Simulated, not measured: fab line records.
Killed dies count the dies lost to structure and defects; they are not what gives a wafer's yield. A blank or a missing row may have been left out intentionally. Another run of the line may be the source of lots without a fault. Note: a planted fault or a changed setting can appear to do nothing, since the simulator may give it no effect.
fab line records -- flow sky130
record lots=5, wafers=23
route steps=708 shown CONTACT@424 METAL1@443 VIA1@460 METAL2@493
startH: start of the lot's first displayed wafer, in hours after the record's first day -- waitH: hours from the lot's prior step to this one -- " same as the row above -- L1.1+2: a row that stands for several wafers -- - either no value or no given start -- * or withheld: withheld -- < > ~ a bound
route shown NAME@n: a module of which the file shows steps, and the number in the route of the first -- usual: mean/standard deviation of fault-free wafers -- same: alike in all rows -- chamber/n: place in a boat -- sites: each site's reading -- _std_site: the values' standard deviation -- _edge_site: inner sites' mean taken away from outer sites' mean -- radiusMm: how far each site lies from the wafer's centre -- mask NAME#n: copy n -- behind: tool/chamber where the wafer was last shaped -- hold: the reason the lot was held/the length of the hold in hours/how it ended -- device: which transistor (n, p or np) failed to switch -- end of line: the route-end tests of the same wafers -- step lacking rows: just its recipe -- killed: at the first sort, the dies lost to defects and structure; wafer yield is something else -- map: shows each die of a wafer: x if killed, . if not, _ if none is there
set.NAME: the setting that was run; set.NAME@STEP: the one run at that earlier step -- model.NAME: the simulator's own value behind a step, which no gauge read
one table per step and one row per wafer, for lots whose settings were changed on purpose
## steps
# step SKY_CONTACT_ETCH_18
# recipe target=Si3N4, chemistry=CHF3/O2, stopOn=TiN, sourceW=600, biasW=200, pressureMtorr=40, chf3FlowSccm=50, O2_flow_sccm=5, timeS=39, targetDepthA=750
lot.wafer,tool,chamber,startH,waitH,set.biasW,set.resistThkNm@CONTACT_COAT_09,model.KrF-thick_of_CONTACT_COAT_09.thkNm
L077.2,rieDiel-01,1,-,-,200,450,247.6
L077.3,rieDiel-01,3,-,-,200,450,246.3
L077.5,rieDiel-01,2,-,-,200,450,246.4
L080.1,rieDiel-01,3,-,-,200,450,248.7
L080.2,rieDiel-01,2,-,-,200,450,247
L080.3,rieDiel-01,1,-,-,200,450,249.1
L080.5,rieDiel-01,2,-,-,200,450,249.7
L080.6,rieDiel-01,3,-,-,200,450,246.9
L081.1,rieDiel-03,3,-,-,211.7,430.8,224.1
L081.2,rieDiel-03,0,-,-,200,450,238.5
L081.3,rieDiel-03,1,-,-,200,450,240.2
L081.4,rieDiel-03,2,-,-,211.7,430.8,221.6
L081.5,rieDiel-03,3,-,-,211.7,450,239.2
L082.2,rieDiel-03,3,-,-,208.1,450,242.3
L082.3,rieDiel-03,0,-,-,208.1,450,237.4
L082.4,rieDiel-03,1,-,-,200,450,243.7
L082.5,rieDiel-03,3,-,-,200,424.3,216.8
L082.6,rieDiel-03,2,-,-,200,424.3,218.8
L084.1,rieDiel-03,0,-,-,200,450,239.4
L084.2,rieDiel-03,3,-,-,200,450,243.4
L084.4,rieDiel-03,2,-,-,178.9,450,246.1
L084.5,rieDiel-03,3,-,-,178.9,450,247
L084.6,rieDiel-03,2,-,-,178.9,450,245.9
# step SKY_CONTACT_STRIP_19
# recipe chemistry=O2/N2, powerW=1400, pressureMtorr=1500, platenTempC=withheld, o2FlowSccm=3000, n2FlowSccm=300, overashFraction=0.5
# usual stripTimeToEndpointS=3.630/0.03
lot.wafer,tool,chamber,startH,waitH,set.resistThkNm@CONTACT_COAT_09,stripTimeToEndpointS
L077.2,plasmaAsher-01,0,780.89,-,450,3.669
L077.3,plasmaAsher-01,1,780.89,-,450,3.643
L077.5,plasmaAsher-01,1,780.89,-,450,3.669
L080.1,plasmaAsher-04,1,805.08,-,450,3.678
L080.2,plasmaAsher-04,0,805.08,-,450,3.672
L080.3,plasmaAsher-04,0,805.08,-,450,3.692
L080.5,plasmaAsher-04,1,805.08,-,450,3.698
L080.6,plasmaAsher-04,0,805.08,-,450,3.646
L081.1,plasmaAsher-01,1,805.43,-,430.8,3.417
L081.2,plasmaAsher-01,0,805.43,-,450,3.573
L081.3,plasmaAsher-01,0,805.43,-,450,3.593
L081.4,plasmaAsher-01,1,805.43,-,430.8,3.395
L081.5,plasmaAsher-01,1,805.43,-,450,3.577
L082.2,plasmaAsher-02,0,806.97,-,450,3.606
L082.3,plasmaAsher-02,0,806.97,-,450,3.560
L082.4,plasmaAsher-02,1,806.97,-,450,3.612
L082.5,plasmaAsher-02,1,806.97,-,424.3,3.330
L082.6,plasmaAsher-02,0,806.97,-,424.3,3.351
L084.1,plasmaAsher-04,1,811.84,-,450,3.606
L084.2,plasmaAsher-04,0,811.84,-,450,3.621
L084.4,plasmaAsher-04,0,811.84,-,450,3.645
L084.5,plasmaAsher-04,1,811.84,-,450,3.641
L084.6,plasmaAsher-04,0,811.84,-,450,3.653
# step SKY_CONTACT_CVD_24
# recipe material=W, targetThkNm=340, timeS=102.12, tempC=400, pressureTorr=40
lot.wafer,tool,chamber,startH,waitH,set.pressureTorr,model.W_of_CONTACT_CVD_24.thkNm
L077.2,cvdW-01,0,781.55,0.0,40,342.6
L077.3,cvdW-01,1,781.55,0.0,40,331.4
L077.5,cvdW-01,0,781.55,0.0,40,339.5
L080.1,cvdW-01,1,805.77,0.0,34.68,309.7
L080.2,cvdW-01,0,805.77,0.0,34.68,317.5
L080.3,cvdW-01,1,805.77,0.0,34.68,310.5
L080.5,cvdW-01,1,805.77,0.0,34.68,311.8
L080.6,cvdW-01,0,805.77,0.0,34.68,315.5
L081.1,cvdW-02,0,806.12,0.0,44.22,355.5
L081.2,cvdW-02,1,806.12,0.0,44.22,357.7
L081.3,cvdW-02,0,806.12,0.0,44.22,360.3
L081.4,cvdW-02,1,806.12,0.0,44.22,360.7
L081.5,cvdW-02,0,806.12,0.0,44.22,355.8
L082.2,cvdW-01,1,807.63,0.0,40,336.1
L082.3,cvdW-01,1,807.63,0.0,40,333.3
L082.4,cvdW-01,0,807.63,0.0,40,341.3
L082.5,cvdW-01,0,807.63,0.0,40,341.9
L082.6,cvdW-01,1,807.63,0.0,40,335.6
L084.1,cvdW-02,0,812.50,0.0,35.01,311
L084.2,cvdW-02,1,812.50,0.0,35.01,313.4
L084.4,cvdW-02,0,812.50,0.0,35.01,318.9
L084.5,cvdW-02,0,812.50,0.0,35.01,310.6
L084.6,cvdW-02,1,812.50,0.0,35.01,312.7
# step SKY_CONTACT_RS_MEAS_25
# recipe thkMeasGauge=four-point-probe, reads=W_of_CONTACT_CVD_24+TiN_of_CONTACT_SPUTTER_23
# usual CONTACT_W_RS=0.340/0.0038
lot.wafer,tool,chamber,startH,waitH,set.pressureTorr@CONTACT_CVD_24,CONTACT_W_RS[ohm/sq]
L077.2,filmMetro-01,-,781.68,0.1,40,0.336
L077.3,filmMetro-01,-,781.68,0.1,40,0.347
L077.5,filmMetro-01,-,781.68,0.1,40,0.339
L080.1,filmMetro-03,-,805.88,0.1,34.68,0.371
L080.2,filmMetro-03,-,805.88,0.1,34.68,0.362
L080.3,filmMetro-03,-,805.88,0.1,34.68,0.370
L080.5,filmMetro-03,-,805.88,0.1,34.68,0.368
L080.6,filmMetro-03,-,805.88,0.1,34.68,0.364
L081.1,filmMetro-01,-,806.23,0.1,44.22,0.323
L081.2,filmMetro-01,-,806.23,0.1,44.22,0.321
L081.3,filmMetro-01,-,806.23,0.1,44.22,0.319
L081.4,filmMetro-01,-,806.23,0.1,44.22,0.318
L081.5,filmMetro-01,-,806.23,0.1,44.22,0.323
L082.2,filmMetro-04,-,807.76,0.1,40,0.341
L082.3,filmMetro-04,-,807.76,0.1,40,0.345
L082.4,filmMetro-04,-,807.76,0.1,40,0.337
L082.5,filmMetro-04,-,807.76,0.1,40,0.335
L082.6,filmMetro-04,-,807.76,0.1,40,0.342
L084.1,filmMetro-04,-,812.61,0.1,35.01,0.370
L084.2,filmMetro-04,-,812.61,0.1,35.01,0.366
L084.4,filmMetro-04,-,812.61,0.1,35.01,0.359
L084.5,filmMetro-04,-,812.61,0.1,35.01,0.369
L084.6,filmMetro-04,-,812.61,0.1,35.01,0.367
# step SKY_CONTACT_THK_MEAS_26
# recipe thkMeasGauge=xrf, reads=W_of_CONTACT_CVD_24
# usual CONTACT_W_THK=333/3.9
lot.wafer,tool,chamber,startH,waitH,set.pressureTorr@CONTACT_CVD_24,CONTACT_W_THK[nm]
L077.2,filmMetro-01,-,781.79,0.1,40,338
L077.3,filmMetro-01,-,781.79,0.1,40,326
L077.5,filmMetro-01,-,781.79,0.1,40,331
L080.1,filmMetro-03,-,806.00,0.1,34.68,307
L080.2,filmMetro-03,-,806.00,0.1,34.68,313
L080.3,filmMetro-03,-,806.00,0.1,34.68,307
L080.5,filmMetro-03,-,806.00,0.1,34.68,308
L080.6,filmMetro-03,-,806.00,0.1,34.68,313
L081.1,filmMetro-01,-,806.35,0.1,44.22,351
L081.2,filmMetro-01,-,806.35,0.1,44.22,351
L081.3,filmMetro-01,-,806.35,0.1,44.22,353
L081.4,filmMetro-01,-,806.35,0.1,44.22,353
L081.5,filmMetro-01,-,806.35,0.1,44.22,350
L082.2,filmMetro-04,-,807.87,0.1,40,329
L082.3,filmMetro-04,-,807.87,0.1,40,326
L082.4,filmMetro-04,-,807.87,0.1,40,332
L082.5,filmMetro-04,-,807.87,0.1,40,336
L082.6,filmMetro-04,-,807.87,0.1,40,328
L084.1,filmMetro-04,-,812.73,0.1,35.01,306
L084.2,filmMetro-04,-,812.73,0.1,35.01,307
L084.4,filmMetro-04,-,812.73,0.1,35.01,314
L084.5,filmMetro-04,-,812.73,0.1,35.01,306
L084.6,filmMetro-04,-,812.73,0.1,35.01,305
# step SKY_METAL1_COAT_09
# recipe resist=BARC, tempC=withheld, timeS=withheld, spinRpm=3000, resistThkNm=60
lot.wafer,tool,chamber,startH,waitH,set.resistThkNm
L077.2+3+5,lithoTrack-02,0,795.51,0.1,60
L080.1+5+6,lithoTrack-02,0,818.98,0.1,60
L080.2+3,lithoTrack-02,0,818.98,0.1,61
L081.1+2+4,lithoTrack-03,0,819.52,0.1,60
L081.3+5,lithoTrack-03,0,819.52,0.1,58.73
L082.2+3+5,lithoTrack-03,0,821.00,0.1,61.86
L082.4+6,lithoTrack-03,0,821.00,0.1,60
L084.1+4+6,lithoTrack-01,0,826.34,0.1,60
L084.2+5,lithoTrack-01,0,826.34,0.1,62.21
# step SKY_METAL1_DEVELOP_14
# recipe developTimeS=60, resist=KrF-thick, devTempC=21
lot.wafer,tool,chamber,startH,waitH,set.devTempC
L077.2+3+5,lithoTrack-03,0,-,-,21
L080.1+3,lithoTrack-02,0,-,-,21
L080.2+5+6,lithoTrack-02,0,-,-,17.55
L081.1+3,lithoTrack-03,0,-,-,23.84
L081.2+4+5,lithoTrack-03,0,-,-,21
L082.2+5,lithoTrack-02,0,-,-,21
L082.3+4+6,lithoTrack-02,0,-,-,19.76
L084.1+2+4+5+6,lithoTrack-03,0,-,-,21
# step SKY_METAL1_CD_MEAS_15
# recipe targetCdNm=140
# usual cdNm=139.5/1.1
lot.wafer,tool,chamber,startH,waitH,set.devTempC@METAL1_DEVELOP_14,cdNm
L077.2,cdSem-02,-,809.29,-,21,137.9
L077.3,cdSem-02,-,809.29,-,21,139.3
L077.5,cdSem-02,-,809.29,-,21,139.2
L080.1,cdSem-01,-,832.58,-,21,137.8
L080.2,cdSem-01,-,832.58,-,17.55,142.4
L080.3,cdSem-01,-,832.58,-,21,139.3
L080.5,cdSem-01,-,832.58,-,17.55,142.2
L080.6,cdSem-01,-,832.58,-,17.55,141.1
L081.1,cdSem-01,-,832.92,-,23.84,136.6
L081.2,cdSem-01,-,832.92,-,21,139.3
L081.3,cdSem-01,-,832.92,-,23.84,135.9
L081.4,cdSem-01,-,832.92,-,21,138.7
L081.5,cdSem-01,-,832.92,-,21,138.4
L082.2,cdSem-02,-,834.55,-,21,137.7
L082.3,cdSem-02,-,834.55,-,19.76,139.8
L082.4,cdSem-02,-,834.55,-,19.76,138.8
L082.5,cdSem-02,-,834.55,-,21,138.8
L082.6,cdSem-02,-,834.55,-,19.76,138.8
L084.1,cdSem-02,-,839.07,-,21,139.6
L084.2,cdSem-02,-,839.07,-,21,140.8
L084.4,cdSem-02,-,839.07,-,21,139.2
L084.5,cdSem-02,-,839.07,-,21,140.5
L084.6,cdSem-02,-,839.07,-,21,138.6
# step SKY_METAL1_DESCUM_17
# recipe chemistry=O2, sourcePowerW=150, biasPowerW=0, pressureMtorr=10, tempC=40, timeS=8
# step SKY_METAL1_ETCH_18
# recipe chemistry=N2/H2, target=BARC, ionEnergyEv=206.2, biasW=100, pressureMtorr=30, n2FlowSccm=100, h2FlowSccm=200, icpW=500, stopOn=SiO2, timeS=45.9, targetDepthA=600
# usual oesProductAu=0.855/0.0047
lot.wafer,tool,chamber,startH,waitH,set.resistThkNm@METAL1_COAT_09,set.devTempC@METAL1_DEVELOP_14,oesProductAu,model.etch.depthNm,model.METAL1.cdNm
L077.2,rieMetal-04,1,809.46,0.0,60,21,0.856,59.94,137.9
L077.3,rieMetal-04,1,809.46,0.0,60,21,0.851,60.16,139.1
L077.5,rieMetal-04,1,809.46,0.0,60,21,0.857,60.09,138.6
L080.1,rieMetal-04,0,832.77,0.0,60,21,0.853,-,137.8
L080.2,rieMetal-04,1,832.77,0.0,61,17.55,0.861,-,141.5
L080.3,rieMetal-04,1,832.77,0.0,61,21,0.863,60.93,138.2
L080.5,rieMetal-04,1,832.77,0.0,60,17.55,0.856,-,140.6
L080.6,rieMetal-04,0,832.77,0.0,60,17.55,0.855,-,140.5
L081.1,rieMetal-03,0,833.14,0.1,60,23.84,0.855,-,135.4
L081.2,rieMetal-03,0,833.14,0.1,60,21,0.848,-,139.6
L081.3,rieMetal-03,0,833.14,0.1,58.73,23.84,0.846,59.12,135.9
L081.4,rieMetal-03,0,833.14,0.1,60,21,0.856,-,138.6
L081.5,rieMetal-03,0,833.14,0.1,58.73,21,0.840,-,138.9
L082.2,rieMetal-02,1,834.72,0.0,61.86,21,0.873,62,137.5
L082.3,rieMetal-02,0,834.72,0.0,61.86,19.76,0.868,-,139.7
L082.4,rieMetal-02,1,834.72,0.0,60,19.76,0.859,-,139
L082.5,rieMetal-02,0,834.72,0.0,61.86,21,0.871,62.05,138.8
L082.6,rieMetal-02,1,834.72,0.0,60,19.76,0.858,60.21,138.8
L084.1,rieMetal-02,0,839.26,0.0,60,21,0.865,-,139.5
L084.2,rieMetal-02,1,839.26,0.0,62.21,21,0.868,-,140.2
L084.4,rieMetal-02,0,839.26,0.0,60,21,0.859,60.48,138.8
L084.5,rieMetal-02,0,839.26,0.0,62.21,21,0.874,62.58,140.3
L084.6,rieMetal-02,1,839.26,0.0,60,21,0.854,60.4,137.7
# step SKY_VIA1_CMP_02
# recipe material=SiO2, downForcePsi=4, platenRpm=60, padVelocityMS=0.94248
lot.wafer,tool,chamber,startH,waitH,set.leaveAboveRefNm,model.SiO2_of_VIA1_HDPCVD_00.thkNm
L077.2,cmp-01,0,810.49,0.1,345,345.4
L077.3,cmp-01,1,810.49,0.1,345,346.5
L077.5,cmp-01,2,810.49,0.1,345,344
L080.1,cmp-01,3,833.69,0.1,345,346.6
L080.3,cmp-01,0,833.69,0.1,345,347.6
L080.2,cmp-01,2,833.69,0.1,367.2,367.4
L080.5,cmp-01,3,833.69,0.1,367.2,367.6
L080.6,cmp-01,0,833.69,0.1,345,345.6
L081.3,cmp-01,3,834.21,0.0,366.5,366.4
L081.4,cmp-01,0,834.21,0.0,366.5,366.6
L081.1,cmp-01,1,834.21,0.0,366.5,367
L081.2,cmp-01,2,834.21,0.0,345,344.7
L081.5,cmp-01,0,834.21,0.0,345,345.8
L082.2,cmp-01,2,835.64,0.0,354.1,353.7
L082.3,cmp-01,0,835.64,0.0,354.1,355.9
L082.4,cmp-01,1,835.64,0.0,345,345.1
L082.6,cmp-01,2,835.64,0.0,354.1,354.4
L082.5,cmp-01,3,835.64,0.0,345,344.9
L084.1,cmp-02,3,840.18,0.1,345,344.5
L084.4,cmp-02,1,840.18,0.1,345,347.1
L084.2,cmp-02,2,840.18,0.1,336.5,336
L084.5,cmp-02,3,840.18,0.1,336.5,336.9
L084.6,cmp-02,0,840.18,0.1,336.5,337.8
# step SKY_VIA1_COAT_06
# recipe resist=BARC, tempC=withheld, timeS=withheld, spinRpm=3000, resistThkNm=60
lot.wafer,tool,chamber,startH,waitH,set.resistThkNm
L077.2+3+5,lithoTrack-03,0,823.85,0.1,60
L080.1+2+3+5+6,lithoTrack-03,0,845.83,0.1,60
L081.1+5,lithoTrack-02,0,846.58,0.1,60
L081.2+3+4,lithoTrack-02,0,846.58,0.1,58.13
L082.2+4,lithoTrack-02,0,848.31,0.1,57.16
L082.3+5+6,lithoTrack-02,0,848.31,0.1,60
L084.1+2+4,lithoTrack-03,0,853.03,0.1,58.25
L084.5+6,lithoTrack-03,0,853.03,0.1,60
# step SKY_VIA1_COAT_07
# recipe resist=KrF-thick, spinRpm=3000, resistThkNm=450
# step SKY_VIA1_SOFTBAKE_08
# recipe tempC=100, timeS=90, resist=KrF-thick
# step SKY_VIA1_ETCH_14
# recipe chemistry=N2/H2, target=BARC, ionEnergyEv=200, sourceW=500, biasW=100, pressureMtorr=30, n2FlowSccm=100, h2FlowSccm=200, stopOn=SiO2, timeS=45.9, targetDepthA=600
# usual oesProductAu=0.855/0.0047
lot.wafer,tool,chamber,startH,waitH,set.resistThkNm@VIA1_COAT_06,oesProductAu,model.etch.depthNm
L077.2,rieDiel-04,2,837.18,0.0,60,0.851,60.22
L077.3,rieDiel-04,3,837.18,0.0,60,0.863,60.39
L077.5,rieDiel-04,0,837.18,0.0,60,0.864,60.39
L080.1,rieDiel-04,3,859.53,0.0,60,0.853,-
L080.2,rieDiel-04,0,859.53,0.0,60,0.855,-
L080.3,rieDiel-04,2,859.53,0.0,60,0.852,59.97
L080.5,rieDiel-04,1,859.53,0.0,60,0.845,-
L080.6,rieDiel-04,2,859.53,0.0,60,0.857,-
L081.1,rieDiel-02,3,860.18,0.0,60,0.857,-
L081.2,rieDiel-02,0,860.18,0.0,58.13,0.830,-
L081.3,rieDiel-02,1,860.18,0.0,58.13,0.846,58.4
L081.4,rieDiel-02,2,860.18,0.0,58.13,0.836,-
L081.5,rieDiel-02,1,860.18,0.0,60,0.854,-
L082.2,rieDiel-01,0,861.43,0.0,57.16,0.830,57.12
L082.3,rieDiel-01,2,861.43,0.0,60,0.859,-
L082.4,rieDiel-01,3,861.43,0.0,57.16,0.835,-
L082.5,rieDiel-01,0,861.43,0.0,60,0.857,59.96
L082.6,rieDiel-01,2,861.43,0.0,60,0.853,60.1
L084.1,rieDiel-04,0,865.93,0.0,58.25,0.841,-
L084.2,rieDiel-04,1,865.93,0.0,58.25,0.840,-
L084.4,rieDiel-04,3,865.93,0.0,58.25,0.831,58.23
L084.5,rieDiel-04,0,865.93,0.0,60,0.851,60.11
L084.6,rieDiel-04,3,865.93,0.0,60,0.861,59.88
# step SKY_METAL2_COAT_10
# recipe resist=KrF-thick, spinRpm=3000, resistThkNm=450
lot.wafer,tool,chamber,startH,waitH,set.resistThkNm,model.KrF-thick_of_METAL2_COAT_10.thkNm
L077.2,lithoTrack-01,0,-,-,450,451.8
L077.3,lithoTrack-01,0,-,-,450,450.2
L077.5,lithoTrack-01,0,-,-,450,451
L080.1,lithoTrack-04,0,-,-,450,447.6
L080.2,lithoTrack-04,0,-,-,450,448.2
L080.3,lithoTrack-04,0,-,-,424.5,422.8
L080.5,lithoTrack-04,0,-,-,424.5,423
L080.6,lithoTrack-04,0,-,-,450,448.1
L081.1,lithoTrack-04,0,-,-,450,448
L081.2,lithoTrack-04,0,-,-,450,448.1
L081.3,lithoTrack-04,0,-,-,450,448.6
L081.4,lithoTrack-04,0,-,-,464.9,464.4
L081.5,lithoTrack-04,0,-,-,464.9,463.7
L082.2,lithoTrack-04,0,-,-,450,449.1
L082.3,lithoTrack-04,0,-,-,427.3,426.8
L082.4,lithoTrack-04,0,-,-,450,449.7
L082.5,lithoTrack-04,0,-,-,450,450.9
L082.6,lithoTrack-04,0,-,-,427.3,427.9
L084.1,lithoTrack-01,0,-,-,429.3,430.5
L084.2,lithoTrack-01,0,-,-,450,451.8
L084.4,lithoTrack-01,0,-,-,450,450.9
L084.5,lithoTrack-01,0,-,-,429.3,431
L084.6,lithoTrack-01,0,-,-,429.3,429.1
## key
split step=SKY_CONTACT_ETCH_18, setting=biasW, stated=200, by=wafer
response none clear
split step=SKY_CONTACT_CVD_24, setting=pressureTorr, stated=40, by=lot
response step=SKY_CONTACT_CVD_24, reading=model.W_of_CONTACT_CVD_24.thkNm, change=+1.91, per=1%, r=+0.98
response step=SKY_CONTACT_RS_MEAS_25, reading=CONTACT_W_RS, change=-0.00196, per=1%, r=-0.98
response step=SKY_CONTACT_THK_MEAS_26, reading=CONTACT_W_THK, change=+1.8, per=1%, r=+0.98
split step=SKY_METAL1_COAT_09, setting=resistThkNm, stated=60, by=wafer
response step=SKY_METAL1_ETCH_18, reading=oesProductAu, change=+0.00371, per=1%, r=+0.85
response step=SKY_METAL1_ETCH_18, reading=model.etch.depthNm, change=+0.582, per=1%, r=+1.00
split step=SKY_METAL1_DEVELOP_14, setting=devTempC, stated=21, by=wafer
response step=SKY_METAL1_CD_MEAS_15, reading=cdNm, change=-0.195, per=1%, r=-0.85
response step=SKY_METAL1_ETCH_18, reading=model.METAL1.cdNm, change=-0.205, per=1%, r=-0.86
split step=SKY_VIA1_CMP_02, setting=leaveAboveRefNm, stated=345, by=wafer
response step=SKY_VIA1_CMP_02, reading=model.SiO2_of_VIA1_HDPCVD_00.thkNm, change=+3.38, per=1%, r=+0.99
split step=SKY_VIA1_COAT_06, setting=resistThkNm, stated=60, by=wafer
response step=SKY_VIA1_ETCH_14, reading=oesProductAu, change=+0.00551, per=1%, r=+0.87
response step=SKY_VIA1_ETCH_14, reading=model.etch.depthNm, change=+0.612, per=1%, r=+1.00
split step=SKY_METAL2_COAT_10, setting=resistThkNm, stated=450, by=wafer
response step=SKY_METAL2_COAT_10, reading=model.KrF-thick_of_METAL2_COAT_10.thkNm, change=+4.52, per=1%, r=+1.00
split outsideThisFile step=SKY_CONTACT_COAT_09 setting=resistThkNm
# split outsideThisFile: this setting was split too, and the file shows its column; the key of that split is in another file
